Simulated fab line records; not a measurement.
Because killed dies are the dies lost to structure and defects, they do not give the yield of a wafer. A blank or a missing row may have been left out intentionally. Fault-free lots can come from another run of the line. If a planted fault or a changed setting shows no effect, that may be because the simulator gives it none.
Split-lot experiment    flow sfq_line    23 wafers read across 5 lots, on a route 325 steps long

== ABOUT THE SPLIT ==
At SFQ_TRILAYER_JJ_CE_LITHO_COAT_114 (resist thk 600 nm), the setting resist_thk_nm was moved away from the recipe's 600 nm on 7 of the 23 wafers read, by -4.2% to +4.7%. All remaining wafers had this setting at the recipe value.

The file shows no step between the split and the reading.

== THE READING ==
KrF_of_TRILAYER_JJ_CE_LITHO_COAT_114.thk_nm (the simulator's own value, which no gauge read), in nm, at SFQ_TRILAYER_JJ_CE_ETCH_RIE_118 (chemistry SF6, target Nb, stops on Al2O3, time 97.7 s, target depth 170 nm). The file does not state a usual value for it. Across the 16 wafers here that went through the recipe, the average is 479.8 nm and the standard deviation 4.3 nm.

wafer   tool, chamber at the split  resist_thk_nm as run, nm  against the recipe  KrF_of_TRILAYER_JJ_CE_LITHO_COAT_114.thk_nm, nm  against lot-mates on the recipe
L074.2  litho_track-02, 0           600                       recipe              474.8                                            -
L074.4  litho_track-02, 0           600                       recipe              473.2                                            -
L074.6  litho_track-02, 0           600                       recipe              475.5                                            -
L075.1  litho_track-04, 0           600                       recipe              480.4                                            -
L075.2  litho_track-04, 0           600                       recipe              484.7                                            -
L075.4  litho_track-04, 0           600                       recipe              484.2                                            -
L075.5  litho_track-04, 0           600                       recipe              482.4                                            -
L075.6  litho_track-04, 0           600                       recipe              485.1                                            -
L078.1  litho_track-04, 0           585                       -2.5%               461.7                                            -19.3
L078.3  litho_track-04, 0           600                       recipe              489.5                                            -
L078.4  litho_track-04, 0           600                       recipe              476.8                                            -
L078.5  litho_track-04, 0           600                       recipe              476.7                                            -
L078.6  litho_track-04, 0           585                       -2.5%               473.3                                            -7.7
L083.1  litho_track-02, 0           575                       -4.2%               451.5                                            -26.0
L083.2  litho_track-02, 0           600                       recipe              479.5                                            -
L083.4  litho_track-02, 0           600                       recipe              476.5                                            -
L083.5  litho_track-02, 0           600                       recipe              476.5                                            -
L083.6  litho_track-02, 0           575                       -4.2%               452.8                                            -24.7
L085.1  litho_track-04, 0           628.1                     +4.7%               505.1                                            +24.6
L085.2  litho_track-04, 0           600                       recipe              481.3                                            -
L085.3  litho_track-04, 0           628.1                     +4.7%               503.5                                            +22.9
L085.4  litho_track-04, 0           600                       recipe              479.8                                            -
L085.6  litho_track-04, 0           628.1                     +4.7%               509.4                                            +28.8

FIT RESULTS
A straight line over all 23 wafers: KrF_of_TRILAYER_JJ_CE_LITHO_COAT_114.thk_nm changes by +5.84 nm for each +1% of resist_thk_nm; r = +0.95; the points scatter about the line by 4.5 nm.
The same after taking each lot's own level away (the mean of its wafers on the recipe; 23 wafers): +5.63 nm for each +1%; r = +0.97; scatter 3.3 nm.
The reading moves by 26 nm for the largest change in resist_thk_nm, on that fit.
From 474.50 to 483.36 nm: that is the span of the lots' own levels, equal to 2.0 times the standard deviation above.
Consequently the slope shifts little with the lot-to-lot level, the two slopes agreeing.
Check: +26.6 nm against its lot-mates is what the line predicts for one of the wafers moved furthest among these (+4.7%) when that wafer is left out of the fit. Against them it came out at +24.6 nm.

== OTHER SPLITS APPLIED TO THESE WAFERS ==
Other splits were also applied to these wafers ahead of the reading. Each is held against what the fit with the lots' levels taken away leaves over:
other split on the same wafers                  wafers away from the commonest value  r with KrF_of_TRILAYER_JJ_CE_LITHO_COAT_114.thk_nm (lot level and that fit taken away)
SFQ_TRILAYER_I3_VIA_ETCH_VIA_ETCH_088 source_w  2                                     +0.75
SFQ_TRILAYER_M4_DEP_SPUTTER_091 power_w         10                                    -0.08
SFQ_TRILAYER_M4_LITHO_PEB_096 peb_time_s        8                                     -0.08
SFQ_TRILAYER_I4_VIA_LITHO_COAT_103 spin_rpm     6                                     -0.03
SFQ_TRILAYER_I4_VIA_ETCH_VIA_ETCH_106 bias_w    6                                     +0.16

== THE WHOLE CHAIN: every reading that the file lists as answering this split, in the file's order ==
step                               what it does                                                                reading                                                                                       change (the file's fit)               r (the file's)
SFQ_TRILAYER_JJ_CE_LITHO_COAT_114  resist thk 600 nm                                                           KrF_of_TRILAYER_JJ_CE_LITHO_COAT_114.thk_nm (the simulator's own value, which no gauge read)  +6.18 nm for each +1% of the setting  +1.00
SFQ_TRILAYER_JJ_CE_ETCH_RIE_118    chemistry SF6, target Nb, stops on Al2O3, time 97.7 s, target depth 170 nm  KrF_of_TRILAYER_JJ_CE_LITHO_COAT_114.thk_nm (the simulator's own value, which no gauge read)  +5.68 nm for each +1% of the setting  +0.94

== FILE'S OWN FIT ==
KrF_of_TRILAYER_JJ_CE_LITHO_COAT_114.thk_nm changes by +5.68 nm for each +1% of resist_thk_nm, r = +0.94.
